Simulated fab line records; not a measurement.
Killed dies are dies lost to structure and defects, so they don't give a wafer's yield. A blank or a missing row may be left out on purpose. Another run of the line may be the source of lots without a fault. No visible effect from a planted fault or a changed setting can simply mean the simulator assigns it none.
Which of the tools did it? -- flow sky130 -- Sampling: 24 lots, 72 wafers, 5 of 708 route steps

== WHAT THE GAUGES READ, wafer by wafer ==
SKY_VIA2_OVL_MEAS_13. Usual: for VIA2_OVL the level is -1 nm and the standard deviation is 4.7.
lot,measured,on,VIA2_OVL (nm),flag
L074,day 36 02:57,overlay-02,-1 -2 1,
L075,day 36 11:38,overlay-02,-8 -8 -6,
L076,day 36 14:20,overlay-01,-1 4 4,
L077,day 37 05:20,overlay-01,-7 -6 0,
L078,day 37 12:54,overlay-02,13 3 8,
L079,day 37 15:02,overlay-01,-2 3 -1,
L080,day 38 07:11,overlay-01,-7 0 -1,
L081,day 38 14:47,overlay-02,-8 -6 0,
L082,day 38 19:40,overlay-02,-1 -5 -4,
L083,day 39 04:05,overlay-02,7 -3 -3,
L084,day 39 10:39,overlay-01,-3 -1 0,
L085,day 39 20:11,overlay-02,2 -1 -8,
L086,day 40 04:15,overlay-01,3 -1 9,
L087,day 40 16:54,overlay-02,-1 -1 -3,
L089,day 40 19:59,overlay-01,4 -4 -1,
L088,day 40 23:09,overlay-01,-14 -7 -8,
L091,day 41 15:05,overlay-02,0 3 -5,
L092,day 41 17:03,overlay-02,-7 -4 5,
L090,day 41 17:54,overlay-02,-5 1 -3,
L093,day 41 23:18,overlay-01,12 6 0,
L094,day 42 05:14,overlay-02,6 -5 1,
L095,day 42 13:30,overlay-02,1 2 -2,
L096,day 42 17:14,overlay-02,-1 -4 -8,
L097,day 42 23:32,overlay-02,-7 -1 -4,

SKY_CAPM_RS_MEAS_03: the measuring method here is four-point-probe. Usual: for CAPM_TIN_RS the level is 6.89 ohm/sq and the standard deviation is 0.062.
lot,measured,on,CAPM_TIN_RS (ohm/sq),flag
L074,day 36 04:43,film-metro-04,6.94 6.93 6.87,
L075,day 36 13:23,film-metro-02,7.00 7.00 6.99,
L076,day 36 16:05,film-metro-02,6.96 6.84 6.87,
L077,day 37 07:06,film-metro-04,6.90 6.89 6.89,
L078,day 37 15:03,film-metro-04,6.87 6.99 6.85,
L079,day 37 16:50,film-metro-03,6.95 6.96 6.98,
L080,day 38 08:56,film-metro-04,6.77 6.76 6.85,
L081,day 38 16:32,film-metro-03,6.98 6.93 6.98,
L082,day 38 21:27,film-metro-04,6.91 6.99 6.87,
L083,day 39 05:55,film-metro-03,6.92 6.89 6.90,
L084,day 39 12:31,film-metro-02,6.97 6.80 6.97,
L085,day 39 21:56,film-metro-02,6.87 6.92 6.93,
L086,day 40 06:03,film-metro-04,6.96 6.90 6.90,
L087,day 40 18:41,film-metro-02,6.95 6.89 6.92,
L089,day 40 21:44,film-metro-04,6.83 6.83 6.85,
L088,day 41 00:55,film-metro-04,6.89 6.93 6.89,
L091,day 41 16:58,film-metro-04,6.88 6.81 6.91,
L092,day 41 18:49,film-metro-03,6.94 6.89 6.86,
L090,day 41 19:59,film-metro-04,6.90 6.91 6.89,
L093,day 42 01:05,film-metro-03,6.85 6.75 6.85,
L094,day 42 07:02,film-metro-03,6.90 6.82 6.82,
L095,day 42 15:16,film-metro-02,6.91 6.84 6.92,
L096,day 42 19:05,film-metro-04,6.89 6.90 6.97,
L097,day 43 01:17,film-metro-03,6.82 6.86 6.80,

SKY_VIA3_RS_MEAS_22: the measuring method here is four-point-probe. Usual: for VIA3_W_RS the level is 0.2964 ohm/sq and the standard deviation is 0.003.
lot,measured,on,VIA3_W_RS (ohm/sq),flag
L074,day 39 12:59,film-metro-01,0.2975 0.2947 0.2975,
L075,day 39 22:13,film-metro-03,0.2988 0.2970 0.2951,
L076,day 39 23:10,film-metro-03,0.2991 0.3009 0.2929,
L077,day 40 15:14,film-metro-02,0.2919 0.2928 0.2942,
L078,day 40 22:14,film-metro-02,0.2968 0.2975 0.2961,
L079,day 41 00:49,film-metro-03,0.2956 0.2978 0.2982,
L080,day 41 13:02,film-metro-01,0.2941 0.2968 0.2905,
L081,day 41 21:53,film-metro-03,0.2980 0.2968 0.2966,
L082,day 42 01:47,film-metro-02,0.2995 0.3007 0.2988,
L083,day 42 10:08,film-metro-02,0.2978 0.2983 0.2966,
L084,day 42 16:01,film-metro-03,0.2995 0.2979 0.2984,
L085,day 43 01:44,film-metro-03,0.3024 0.2988 0.2969,
L086,day 43 08:04,film-metro-02,0.2956 0.3020 0.2962,
L087,day 43 21:08,film-metro-02,0.2995 0.2960 0.2911,
L089,day 43 23:47,film-metro-02,0.2917 0.2943 0.2916,
L088,day 44 02:32,film-metro-01,0.2982 0.2970 0.2939,
L091,day 44 15:25,film-metro-02,0.2969 0.2926 0.2938,
L092,day 44 19:34,film-metro-01,0.2946 0.2972 0.2944,
L090,day 44 20:06,film-metro-01,0.3015 0.3010 0.2986,
L093,day 45 01:00,film-metro-01,0.2954 0.2918 0.2946,
L094,day 45 06:05,film-metro-02,0.2960 0.2912 0.2938,
L095,day 45 13:16,film-metro-01,0.2951 0.2914 0.2940,
L096,day 45 16:43,film-metro-03,0.3001 0.2986 0.2963,
L097,day 45 22:30,film-metro-03,0.2963 0.2965 0.2972,

== WHICH TOOL RAN EACH LOT (tool, then ch and the chambers of the sampled wafers, then the start) ==
lot,SKY_METAL3_SPUTTER_02,SKY_CAPM_SPUTTER_02
L074,"pvd-sputter-01, day 36 04:24","pvd-sputter-04, day 36 04:36"
L075,"pvd-sputter-01, day 36 13:05","pvd-sputter-03, day 36 13:16"
L076,"pvd-sputter-02, day 36 15:47","pvd-sputter-04, day 36 15:59"
L077,"pvd-sputter-01, day 37 06:47","pvd-sputter-03, day 37 06:58"
L078,"pvd-sputter-01, day 37 14:43","pvd-sputter-04, day 37 14:55"
L079,"pvd-sputter-01, day 37 16:32","pvd-sputter-03, day 37 16:43"
L080,"pvd-sputter-01, day 38 08:39","pvd-sputter-03, day 38 08:50"
L081,"pvd-sputter-02, day 38 16:14","pvd-sputter-03, day 38 16:25"
L082,"pvd-sputter-01, day 38 21:07","pvd-sputter-04, day 38 21:17"
L083,"pvd-sputter-04, day 39 05:38","pvd-sputter-03, day 39 05:49"
L084,"pvd-sputter-04, day 39 12:11","pvd-sputter-01, day 39 12:23"
L085,"pvd-sputter-02, day 39 21:38","pvd-sputter-03, day 39 21:50"
L086,"pvd-sputter-04, day 40 05:44","pvd-sputter-03, day 40 05:55"
L087,"pvd-sputter-01, day 40 18:20","pvd-sputter-03, day 40 18:31"
L089,"pvd-sputter-04, day 40 21:26","pvd-sputter-03, day 40 21:37"
L088,"pvd-sputter-04, day 41 00:35","pvd-sputter-01, day 41 00:46"
L091,"pvd-sputter-01, day 41 16:41","pvd-sputter-03, day 41 16:52"
L092,"pvd-sputter-04, day 41 18:30","pvd-sputter-03, day 41 18:42"
L090,"pvd-sputter-04, day 41 19:40","pvd-sputter-03, day 41 19:52"
L093,"pvd-sputter-01, day 42 00:45","pvd-sputter-04, day 42 00:56"
L094,"pvd-sputter-04, day 42 06:42","pvd-sputter-01, day 42 06:54"
L095,"pvd-sputter-02, day 42 14:58","pvd-sputter-01, day 42 15:09"
L096,"pvd-sputter-01, day 42 18:46","pvd-sputter-03, day 42 18:57"
L097,"pvd-sputter-01, day 43 00:59","pvd-sputter-04, day 43 01:11"
- SKY_METAL3_SPUTTER_02: material AlCu, target thk 735 nm, time 39.1 s.
- SKY_CAPM_SPUTTER_02: material TiN, target thk 200 nm, time 166.7 s.

== WHAT THE TOOLS THEMSELVES READ (means of the sampled wafers that have a number; where no wafer has one, the mark that the record gives instead) ==
SKY_METAL3_SPUTTER_02. Usual: throttle-valve-pct 30.3 %, standard deviation 0.81.
lot,tool,throttle-valve-pct (%),flag
L074,pvd-sputter-01,30.2,
L075,pvd-sputter-01,30.0,
L076,pvd-sputter-02,30.7,
L077,pvd-sputter-01,30.7,
L078,pvd-sputter-01,29.4,
L079,pvd-sputter-01,29.9,
L080,pvd-sputter-01,30.0,
L081,pvd-sputter-02,31.6,
L082,pvd-sputter-01,30.0,
L083,pvd-sputter-04,30.3,
L084,pvd-sputter-04,30.2,
L085,pvd-sputter-02,30.7,
L086,pvd-sputter-04,30.2,
L087,pvd-sputter-01,30.7,
L089,pvd-sputter-04,29.8,
L088,pvd-sputter-04,30.5,
L091,pvd-sputter-01,30.8,
L092,pvd-sputter-04,30.1,
L090,pvd-sputter-04,30.0,
L093,pvd-sputter-01,30.8,
L094,pvd-sputter-04,30.2,
L095,pvd-sputter-02,29.7,
L096,pvd-sputter-01,30.8,
L097,pvd-sputter-01,29.9,

SKY_CAPM_SPUTTER_02. Usual: throttle-valve-pct 29.9 %, standard deviation 0.67.
lot,tool,throttle-valve-pct (%),flag
L074,pvd-sputter-04,30.1,
L075,pvd-sputter-03,29.7,
L076,pvd-sputter-04,30.0,
L077,pvd-sputter-03,29.7,
L078,pvd-sputter-04,29.8,
L079,pvd-sputter-03,30.3,
L080,pvd-sputter-03,29.4,
L081,pvd-sputter-03,29.8,
L082,pvd-sputter-04,30.1,
L083,pvd-sputter-03,29.3,
L084,pvd-sputter-01,29.5,
L085,pvd-sputter-03,29.3,
L086,pvd-sputter-03,29.9,
L087,pvd-sputter-03,29.2,
L089,pvd-sputter-03,29.8,
L088,pvd-sputter-01,30.0,
L091,pvd-sputter-03,29.9,
L092,pvd-sputter-03,29.8,
L090,pvd-sputter-03,30.2,
L093,pvd-sputter-04,30.2,
L094,pvd-sputter-01,30.2,
L095,pvd-sputter-01,29.5,
L096,pvd-sputter-03,29.3,
L097,pvd-sputter-04,30.4,

== THE ANSWER, worked out from the rows above alone ==
Rule: take the mean of a lot's wafers that have a number; if it is more than 3 standard deviations from the usual mean, the lot is off. A lot without any number at a reading at which 4 lots or more have one is off too. All remaining lots with rows at the step are treated as sound. The gauges are gone through in route order, then the tools' own readings, and for those a lot's mean is taken as printed above. At the first step where some lot is off, the reading lying furthest off is the one used; lots without a number count as furthest.
Nothing can be told from this: no lot is off at any reading shown.

== WHAT THE SIMULATOR HAD INSERTED ==
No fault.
